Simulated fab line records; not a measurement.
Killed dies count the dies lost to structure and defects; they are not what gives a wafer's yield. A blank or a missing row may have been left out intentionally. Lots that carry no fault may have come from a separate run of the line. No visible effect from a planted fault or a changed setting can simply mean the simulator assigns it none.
Chamber matching || flow gf180mcu || GF_POLY_GATE_ETCH_13 on rie-si-01 has 3 sister chambers
The step etches poly-Si in HBr/Cl2, stops on SiO2, target depth 198.5 nm, time 69.6 s. 6 wafers are shown with their chamber, then 5 later ones without.

## WAFERS, EACH WITH ITS CHAMBER
{"wafer": "L168.5", "chamber": 1, "drypump-motor-current-A (A)": 5.11, "oes-product-au (a.u.)": 0.974}
{"wafer": "L169.4", "chamber": 1, "drypump-motor-current-A (A)": 5.10, "oes-product-au (a.u.)": 0.973}
{"wafer": "L173.4", "chamber": 3, "drypump-motor-current-A (A)": 5.71, "oes-product-au (a.u.)": 0.995}
{"wafer": "L173.5", "chamber": 0, "drypump-motor-current-A (A)": 5.78, "oes-product-au (a.u.)": 0.994}
{"wafer": "L177.1", "chamber": 0, "drypump-motor-current-A (A)": 5.82, "oes-product-au (a.u.)": 0.997}
{"wafer": "L177.3", "chamber": 3, "drypump-motor-current-A (A)": 5.68, "oes-product-au (a.u.)": 0.984}

## WAFERS WITH NO CHAMBER GIVEN
{"wafer": "L177.6", "drypump-motor-current-A (A)": 5.70, "oes-product-au (a.u.)": 0.984}
{"wafer": "L179.3", "drypump-motor-current-A (A)": 5.68, "oes-product-au (a.u.)": 0.995}
{"wafer": "L179.5", "drypump-motor-current-A (A)": 5.69, "oes-product-au (a.u.)": 0.998}
{"wafer": "L185.3", "drypump-motor-current-A (A)": 5.70, "oes-product-au (a.u.)": 0.994}
{"wafer": "L185.6", "drypump-motor-current-A (A)": 5.70, "oes-product-au (a.u.)": 1.001}

## THE CHAMBER EACH PASSED THROUGH
{"wafer": "L177.6", "from the rows above": 3, "in truth": 3}
{"wafer": "L179.3", "from the rows above": 3, "in truth": 3}
{"wafer": "L179.5", "from the rows above": 3, "in truth": 3}
{"wafer": "L185.3", "from the rows above": 3, "in truth": 3}
{"wafer": "L185.6", "from the rows above": 3, "in truth": 3}
5 of 5 placed correctly. From these rows, 0 cannot be placed. 0 placed wrongly.
How it was worked out, from the rows above alone: a wafer's distance from a chamber is the root of the sum, over the readings, of the square of ((its reading less the chamber's mean) divided by the reading's scatter). If the next closest chamber is less than 2 further off than the closest, the wafer can't be placed; otherwise it belongs to the closest. A chamber's mean is the mean of its shown wafers. How the scatter is found: for the shown wafers, subtract from each reading the mean of its chamber, square and add these, divide the total by (wafers less chambers), then take the root.
